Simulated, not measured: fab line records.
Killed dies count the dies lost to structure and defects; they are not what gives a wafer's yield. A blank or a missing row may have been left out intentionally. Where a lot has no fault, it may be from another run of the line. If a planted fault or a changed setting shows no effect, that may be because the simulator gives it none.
The tool behind it: which one?	flow gf180mcu	13 lots with 39 wafers sampled at 4 steps, on a route of 602 steps

## WHAT THE GAUGES READ, wafer by wafer
GF_M1_RS_MEAS_05: uses a four-point probe to measure. Usual: M1_ALCU_RS gives 0.0695 ohm/sq (standard deviation 0.00063).
lot	measured	on	M1_ALCU_RS (ohm/sq)	flag
L812	day 16 14:07	film-metro-04	0.0711 0.0703 0.0703	
L813	day 16 20:17	film-metro-02	0.0687 0.0691 0.0693	
L815	day 17 21:43	film-metro-04	0.0693 0.0705 0.0702	
L816	day 18 07:32	film-metro-02	0.0700 0.0696 0.0702	
L817	day 18 18:46	film-metro-01	0.0689 0.0699 0.0692	
L819	day 19 16:19	film-metro-02	0.0691 0.0690 0.0693	
L825	day 21 13:20	film-metro-02	0.0695 0.0692 0.0697	
L826	day 21 23:22	film-metro-04	0.0698 0.0696 0.0696	
L829	day 22 23:02	film-metro-02	0.0686 0.0695 0.0697	
L831	day 23 14:31	film-metro-04	0.0683 0.0685 0.0682	
L833	day 24 05:13	film-metro-04	0.0699 0.0698 0.0697	
L834	day 25 03:32	film-metro-01	0.0689 0.0693 0.0696	
L835	day 25 05:04	film-metro-04	0.0688 0.0689 0.0676	

## TOOL THAT RAN EACH LOT (tool first, then ch and the chambers of the sampled wafers, then the start)
lot	GF_CONTACT_SPUTTER_22	GF_CONTACT_SPUTTER_23	GF_M1_SPUTTER_03
L812	pvd-sputter-03, day 16 13:07	pvd-sputter-03, day 16 13:11	pvd-sputter-01, day 16 14:04
L813	pvd-sputter-02, day 16 19:22	pvd-sputter-02, day 16 19:26	pvd-sputter-01, day 16 20:13
L815	pvd-sputter-03, day 17 20:38	pvd-sputter-03, day 17 20:41	pvd-sputter-02, day 17 21:39
L816	pvd-sputter-03, day 18 06:38	pvd-sputter-03, day 18 06:41	pvd-sputter-04, day 18 07:28
L817	pvd-sputter-01, day 18 17:52	pvd-sputter-01, day 18 17:55	pvd-sputter-02, day 18 18:42
L819	pvd-sputter-01, day 19 15:23	pvd-sputter-01, day 19 15:27	pvd-sputter-02, day 19 16:14
L825	pvd-sputter-01, day 21 12:25	pvd-sputter-01, day 21 12:28	pvd-sputter-04, day 21 13:15
L826	pvd-sputter-01, day 21 22:26	pvd-sputter-01, day 21 22:31	pvd-sputter-04, day 21 23:17
L829	pvd-sputter-03, day 22 22:07	pvd-sputter-03, day 22 22:11	pvd-sputter-02, day 22 22:58
L831	pvd-sputter-01, day 23 13:37	pvd-sputter-01, day 23 13:41	pvd-sputter-02, day 23 14:28
L833	pvd-sputter-01, day 24 03:57	pvd-sputter-01, day 24 04:01	pvd-sputter-04, day 24 05:08
L834	pvd-sputter-02, day 25 02:07	pvd-sputter-02, day 25 02:11	pvd-sputter-04, day 25 03:29
L835	pvd-sputter-03, day 25 02:49	pvd-sputter-03, day 25 02:53	pvd-sputter-04, day 25 04:59
- GF_CONTACT_SPUTTER_22: material Ti, target thk 15 nm, time 80.02 s.
- GF_CONTACT_SPUTTER_23: material TiN, target thk 10 nm, time 40 s.
- GF_M1_SPUTTER_03: material Ti, target thk 10 nm, time 6.7 s.

## AS READ BY THE TOOLS THEMSELVES (means over the sampled wafers that have a number; for cases with no such wafer, the mark the record gives instead)
GF_CONTACT_SPUTTER_22. Usual: cathode-dc-power-W 2500.0 W, standard deviation 0.46; chamber-pressure-pa 4.999 Pa, standard deviation 0.01; throttle-valve-pct 29.9 %, standard deviation 1.2.
lot	tool	cathode-dc-power-W (W)	chamber-pressure-pa (Pa)	throttle-valve-pct (%)	flag
L812	pvd-sputter-03	2500.0	4.998	30.6	
L813	pvd-sputter-02	2500.1	5.000	29.3	
L815	pvd-sputter-03	2499.9	4.996	30.7	
L816	pvd-sputter-03	2500.0	5.004	30.7	
L817	pvd-sputter-01	2499.8	4.994	30.9	
L819	pvd-sputter-01	2500.2	4.986	29.9	
L825	pvd-sputter-01	2499.9	4.997	30.3	
L826	pvd-sputter-01	2500.3	5.001	29.1	
L829	pvd-sputter-03	2499.9	4.996	30.7	
L831	pvd-sputter-01	2499.9	4.996	28.3	
L833	pvd-sputter-01	2500.2	5.001	28.4	
L834	pvd-sputter-02	2499.9	5.000	29.9	
L835	pvd-sputter-03	2500.1	4.988	30.6	

GF_CONTACT_SPUTTER_23. Usual: cathode-dc-power-W 4000.0 W, standard deviation 0.69; chamber-pressure-pa 5.001 Pa, standard deviation 0.0097; throttle-valve-pct 29.9 %, standard deviation 1.2.
lot	tool	cathode-dc-power-W (W)	chamber-pressure-pa (Pa)	throttle-valve-pct (%)	flag
L812	pvd-sputter-03	3999.5	5.003	30.5	
L813	pvd-sputter-02	3999.4	5.000	29.4	
L815	pvd-sputter-03	3999.5	5.002	30.7	
L816	pvd-sputter-03	4000.0	5.006	30.6	
L817	pvd-sputter-01	4000.7	5.007	30.9	
L819	pvd-sputter-01	4000.5	4.997	29.8	
L825	pvd-sputter-01	3999.4	4.992	30.4	
L826	pvd-sputter-01	4000.6	4.995	29.4	
L829	pvd-sputter-03	3999.7	4.988	30.7	
L831	pvd-sputter-01	4000.4	5.007	28.7	
L833	pvd-sputter-01	3999.4	5.017	28.6	
L834	pvd-sputter-02	4000.2	4.992	29.7	
L835	pvd-sputter-03	4000.0	5.001	30.5	

GF_M1_SPUTTER_03. Usual: cathode-dc-power-W 3000.1 W, standard deviation 0.53; chamber-pressure-pa 0.2999 Pa, standard deviation 0.00061; throttle-valve-pct 30.1 %, standard deviation 1.4.
lot	tool	cathode-dc-power-W (W)	chamber-pressure-pa (Pa)	throttle-valve-pct (%)	flag
L812	pvd-sputter-01	2999.7	0.3004	29.6	
L813	pvd-sputter-01	3000.6	0.2996	28.4	
L815	pvd-sputter-02	3000.2	0.2999	29.5	
L816	pvd-sputter-04	3000.4	0.2995	31.5	
L817	pvd-sputter-02	2999.8	0.3002	29.6	
L819	pvd-sputter-02	2999.9	0.2995	29.9	
L825	pvd-sputter-04	2999.9	0.3123	29.5	OFF
L826	pvd-sputter-04	3000.2	0.3131	29.5	OFF
L829	pvd-sputter-02	2999.9	0.3002	29.0	
L831	pvd-sputter-02	3000.2	0.2996	29.6	
L833	pvd-sputter-04	3000.1	0.2997	31.1	
L834	pvd-sputter-04	3000.1	0.2999	30.6	
L835	pvd-sputter-04	3000.2	0.2999	29.4	

## THE ANSWER, worked out from the rows above alone
Rule: a lot is off if the mean of its wafers that have a number lies more than 3 standard deviations from the usual mean. Also off: a lot with no number at a reading for which 4 or more lots have one. Any other lot the step has rows for is counted as sound. First the gauges in route order, then the tools' own readings, where a lot's mean is used as printed above. At the first step where some lot is off, the reading lying furthest off is the one used; lots without a number count as furthest.
Off: L825, L826 (GF_M1_SPUTTER_03, chamber-pressure-pa).
A tool fits if, at that step or a process step before it, it ran every lot that is off, and no sound lot after the first of them. Not one of the candidates tried fits.

## WHAT WAS PUT IN BY THE SIMULATOR
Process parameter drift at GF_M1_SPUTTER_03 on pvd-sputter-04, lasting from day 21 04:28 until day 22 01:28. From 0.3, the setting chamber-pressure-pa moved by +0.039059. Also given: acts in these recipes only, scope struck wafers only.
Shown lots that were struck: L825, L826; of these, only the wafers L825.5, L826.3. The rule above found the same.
